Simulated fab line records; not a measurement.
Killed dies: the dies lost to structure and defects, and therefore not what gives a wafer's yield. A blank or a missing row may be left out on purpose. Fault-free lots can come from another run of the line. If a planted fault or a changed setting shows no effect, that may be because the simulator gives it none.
Struck lot and sound lot, side by side :: flow sfq_line :: 37 steps out of a route of 325
Sound: wafers L134.4, L134.5, L134.6. Struck: wafer L148.6 (L148.2, L148.5, from the same lot, were not struck and are left out); the cause is given at the end.
At each step with rows: each side's tool, then ch and its chambers, then its first start. Under that, the readings that differ: sound wafers :: struck wafers :: difference of the means :: sigmas: that difference in standard deviations of wafers without a fault.
alike: readings whose means differ by less than 2 such deviations, and words and numbers that are the same on both sides. not compared: withheld readings, readings that some wafer has no value for, bounds like >300 that may hide the same value, and numbers for which the record gives no deviation and whose values overlap.
The two part at a step that has a row with sigmas, a row that says differs or no value, or rows on one side only. When numbers do not overlap yet have no deviation, they are printed without sigmas and do not part them. A reading that every wafer of one side lacks parts them only if that side has two wafers or more.

SFQ_R5_THK_MEAS_934: measures by xrf.
  sound: film_metro-03 at day 49 07:05; struck: film_metro-03 at day 54 03:49
  alike: R5_MONX_THK
then, 6 steps without rows for these wafers: SFQ_TRILAYER_R5_LITHO_COAT_141 (resist thk 62 nm); SFQ_TRILAYER_R5_LITHO_COAT_136 (resist thk 600 nm); SFQ_TRILAYER_R5_LITHO_SOFTBAKE_140; SFQ_TRILAYER_R5_LITHO_EXPOSE_137 (exposes mask R5, target cd 500 nm); SFQ_TRILAYER_R5_LITHO_PEB_139 (peb time 60 s); SFQ_TRILAYER_R5_LITHO_DEVELOP_138 (time 60 s).
-- the record jumps here: 2 days lie between the struck wafers' starts before and after --
SFQ_R5_OVL_MEAS_935:
  sound: overlay-01 at day 51 08:29; struck: overlay-01 at day 56 14:53
  alike: R5_OVL
then, 1 step without rows for these wafers: SFQ_TRILAYER_R5_BARC_OPEN_METAL_ETCH_177 (etches BARC in O2, target depth 125 nm, time 41.7 s).
SFQ_TRILAYER_R5_ETCH_METAL_ETCH_139: etches the open film in Cl2, stops on SiO2, target depth 60 nm, time 40 s.
  sound on rie_metal-01 ch 0,1, day 51 08:35; struck on rie_metal-02 ch 1, day 56 14:58
  alike: chamber_pressure_mTorr, drypump_motor_current_A, he_backside_leak_sccm, oes_product_au
  not compared: rf_hours_counter_h
then, 2 steps without rows for these wafers: SFQ_TRILAYER_R5_STRIP_STRIP_140 (strips in O2); SFQ_TRILAYER_R5_STRIP_SOLV_CLEAN_141 (cleans in NMP, time 600 s).
SFQ_TRILAYER_A5C_DEP_PECVD_142: deposits SiO2 from SiH4/N2O, time 15.556 s, target thk 70 nm.
  sound on pecvd-02 ch 0,1,2, day 51 09:25; struck on pecvd-02 ch 1, day 56 15:48
reading: model.SiO2_of_TRILAYER_A5C_DEP_PECVD_142.thk_nm (nm)
sound: 70.8 70.62 70.16
struck: 83.7
difference: +13.2
sigmas: 
  alike: heater_power_w, throttle_valve_pct
then, 6 steps without rows for these wafers: SFQ_TRILAYER_I5_LITHO_COAT_149 (resist thk 62 nm); SFQ_TRILAYER_I5_LITHO_COAT_144 (resist thk 650 nm); SFQ_TRILAYER_I5_LITHO_SOFTBAKE_148; SFQ_TRILAYER_I5_LITHO_EXPOSE_145 (exposes mask I5, target cd 700 nm); SFQ_TRILAYER_I5_LITHO_PEB_147 (peb time 60 s); SFQ_TRILAYER_I5_LITHO_DEVELOP_146 (time 60 s).
SFQ_I5_OVL_MEAS_936:
  sound: overlay-02 at day 53 14:49; struck: overlay-01 at day 57 21:02
  alike: I5_OVL
SFQ_TRILAYER_I5_BARC_OPEN_VIA_ETCH_200: etches BARC in O2, target depth 125 nm, time 41.7 s.
  sound on rie_diel-04 ch 0,2,3, day 53 14:50; struck on rie_diel-02 ch 3, day 57 21:04
reading: chamber_pressure_mTorr (mTorr)
sound: 29.78 30.03 29.95
struck: 30.03
difference: +0.11
sigmas: +2
  alike: drypump_motor_current_A, oes_product_au
  not compared: rf_hours_counter_h
then, 1 step without rows for these wafers: SFQ_TRILAYER_I5_ETCH_VIA_ETCH_147 (etches the open film in CHF3, stops on Nb, target depth 360 nm).
SFQ_TRILAYER_I5_STRIP_STRIP_148: strips in O2.
  sound on rie_metal-04 ch 0, day 53 15:37; struck on rie_metal-04 ch 1, day 57 21:15
reading: he_backside_leak_sccm (sccm)
sound: 3.27 3.47 3.29
struck: 3.97
difference: +0.63
sigmas: +2
  alike: chamber_pressure_mTorr, drypump_motor_current_A, oes_product_au
  not compared: rf_hours_counter_h
then, 7 steps without rows for these wafers: SFQ_TRILAYER_I5_STRIP_SOLV_CLEAN_149 (cleans in NMP, time 600 s); SFQ_TRILAYER_C5_LITHO_COAT_156 (resist thk 62 nm); SFQ_TRILAYER_C5_LITHO_COAT_151 (resist thk 650 nm); SFQ_TRILAYER_C5_LITHO_SOFTBAKE_155; SFQ_TRILAYER_C5_LITHO_EXPOSE_152 (exposes mask C5, target cd 500 nm); SFQ_TRILAYER_C5_LITHO_PEB_154 (peb time 60 s); SFQ_TRILAYER_C5_LITHO_DEVELOP_153 (time 60 s).
-- the record jumps here: 3 days lie between the struck wafers' starts before and after --
SFQ_C5_OVL_MEAS_937:
  sound: overlay-02 at day 56 05:26; struck: overlay-02 at day 60 23:10
  alike: C5_OVL
SFQ_TRILAYER_C5_BARC_OPEN_VIA_ETCH_210: etches BARC in O2, target depth 125 nm, time 41.7 s.
  sound on rie_diel-03 ch 0,1,2, day 56 05:27; struck on rie_diel-03 ch 0, day 60 23:12
  alike: chamber_pressure_mTorr, drypump_motor_current_A, oes_product_au
  not compared: rf_hours_counter_h
SFQ_TRILAYER_C5_ETCH_VIA_ETCH_154: etches SiO2 in CHF3, stops on Nb, target depth 84 nm.
  sound on rie_diel-03 ch 0,1,2, day 56 05:29; struck on rie_diel-03 ch 0, day 60 23:14
reading: oes_product_au (a.u.)
sound: 0.893 0.902 0.901
struck: 0.987
difference: +0.088
sigmas: +9

reading: model.etch.depth_nm (nm)
sound: 70.8 70.62 70.16
struck: 83.7
difference: +13.2
sigmas: 

reading: model.C5.feature_depth_nm (nm)
sound: 70.8 70.62 70.16
struck: 83.7
difference: +13.2
sigmas: 
  alike: chamber_pressure_mTorr, drypump_motor_current_A
SFQ_TRILAYER_C5_STRIP_STRIP_155: strips in O2.
  sound on rie_metal-01 ch 0,1, day 56 05:44; struck on rie_metal-04 ch 0, day 60 23:17
reading: chamber_pressure_mTorr (mTorr)
sound: 50.12 50.08 50.00
struck: 49.91
difference: -0.16
sigmas: -3
  alike: drypump_motor_current_A, he_backside_leak_sccm, oes_product_au
  not compared: rf_hours_counter_h
then, 1 step without rows for these wafers: SFQ_TRILAYER_C5_STRIP_SOLV_CLEAN_156 (cleans in NMP, time 600 s).
SFQ_TRILAYER_M6_DEP_PRE_CLEAN_158: time 22.5 s.
  sound: pvd_sputter-03 at day 56 06:31; struck: pvd_sputter-03 at day 61 00:04
reading: model.SiO2_of_TRILAYER_A5C_DEP_PECVD_142.thk_nm (nm)
sound: 63.3 63.12 62.66
struck: 76.2
difference: +13.2
sigmas: 
then, 1 step without rows for these wafers: SFQ_TRILAYER_M6_DEP_SPUTTER_157 (material Nb, target thk 200 nm, time 133.3 s).

## WHERE THEY PART
At SFQ_TRILAYER_I5_BARC_OPEN_VIA_ETCH_200 first; at SFQ_TRILAYER_C5_STRIP_STRIP_155 last (within this record only).

WHY: the cause the simulator had injected
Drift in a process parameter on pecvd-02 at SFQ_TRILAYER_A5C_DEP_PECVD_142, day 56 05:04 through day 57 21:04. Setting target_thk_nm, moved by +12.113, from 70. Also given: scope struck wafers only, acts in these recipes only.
